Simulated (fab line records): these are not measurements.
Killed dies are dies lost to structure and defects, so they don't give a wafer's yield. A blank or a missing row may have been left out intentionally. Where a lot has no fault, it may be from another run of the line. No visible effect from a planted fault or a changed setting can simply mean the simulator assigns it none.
Code-filled problem report in 8D (eight disciplines) form | flow sky130 | the parts of the form that need people (team, actions taken, sign-off) are left out

1. WHAT IS WRONG
Wafers free of any fault read 493 (standard deviation 4.5) for NWELL_2_TW at SKY_NWELL_TW_MEAS_26, against a mean of 30 on 6 wafers of 2 lots. So: -99 or more standard deviations from the usual mean.
Seen first at day 6 20:07 on film metro-04, wafer L158.3. The record has a number at this step for 33 wafers belonging to 11 lots. Rule for "out", or "out of limits": more than 4 standard deviations from the usual mean. Any other wafer with a number is counted as sound.

2. WHAT IT IS AND WHAT IT IS NOT
question                    | is                     | is not
which readings at this step | NWELL_2_TW             | -
which lots                  | L158, L159             | L152, L156, L160, L164, L168, L171, L173, L174, L175
which wafers of those lots  | all that have a number | -
read on which gauges        | film metro-04          | film metro-01, film metro-02
when                        | from day 6 20:07       | up to then (6 sound wafers); but 21 sound wafers of L160, L164, L168, L171, L173, L174, L175 came after

3. WHAT RULES OUT EACH SUSPECT
Counting: a tool at a process step up to the reading stays a suspect if it ran every lot that is out and no sound lot after the first of them.
- the gauge at SKY_NWELL_TW_MEAS_26: ruled out. All the wafers that are out were read on film metro-04, but those of them that SKY_NWELL_STRIP_25 has rows for are out there too, on other tools.
- rie si-01 at SKY_FIELD_ISO_ETCH_17 (etches Si in HBr/Cl2/O2, target depth 342 nm, time 97.7 s): ruled out as a lasting fault. Sound lots L164, L168, L171 ran on it after its first lot that is out, L158 (day 3 12:51).
- plasma asher-04 at SKY_NWELL_STRIP_14 (strips in O2/N2): ruled out as a lasting fault. Sound lots L174, L175 ran on it after its first lot that is out, L158 (day 6 01:35).
Left after counting: nothing in the record.

4. THE CAUSE (what the simulator had put in)
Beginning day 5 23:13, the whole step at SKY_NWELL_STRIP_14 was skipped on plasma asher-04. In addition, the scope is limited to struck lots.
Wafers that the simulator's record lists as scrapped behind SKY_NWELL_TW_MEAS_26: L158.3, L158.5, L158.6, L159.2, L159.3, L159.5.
It was ruled out by counting, in error; the rule expects a fault to strike all lots run on its tool from its start on, and this fault did not.

5. SEQUENCE OF EFFECTS, ordered by route
Each row: a reading where the mean over the struck wafers with a number is more than 3 standard deviations away from the usual. Only readings for which the record gives a usual standard deviation are gone through. hours: the time from each lot's start at the first step in this table that gives one to its start at this step, as a median over the lots. sigmas: the change in usual standard deviations.
hours | step                 | reading                  | usual      | on struck wafers | change | sigmas
0     | SKY_NWELL_STRIP_25   | oes product au           | 0.722 a.u. | 0.740            | +0.018 | +4.1
0     | SKY_NWELL_STRIP_25   | strip time to endpoint s | 36.86 s    | 81.19            | +44.33 | +99 or more
0     | SKY_NWELL_TW_MEAS_26 | NWELL_2_TW               | 493        | 30               | -463   | -99 or more
Its process steps:
- SKY_NWELL_STRIP_25: strips in O2/N2.
Readings that are blank on the struck wafers while sound wafers have them: chamber pressure mTorr at SKY_NWELL_STRIP_14; drypump motor current A at SKY_NWELL_STRIP_14; oes product au at SKY_NWELL_STRIP_14; strip time to endpoint s at SKY_NWELL_STRIP_14.

6. HOW IT WOULD HAVE BEEN CAUGHT EARLIER
In this record the first reading out of limits at a measuring or inspecting step was taken at day 6 20:07, 21 hours after the fault began at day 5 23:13.
At SKY_NWELL_STRIP_14 the tool's readings are blank on the struck wafers, where sound wafers have them: an empty tool record is the first sign, and it was there at once.
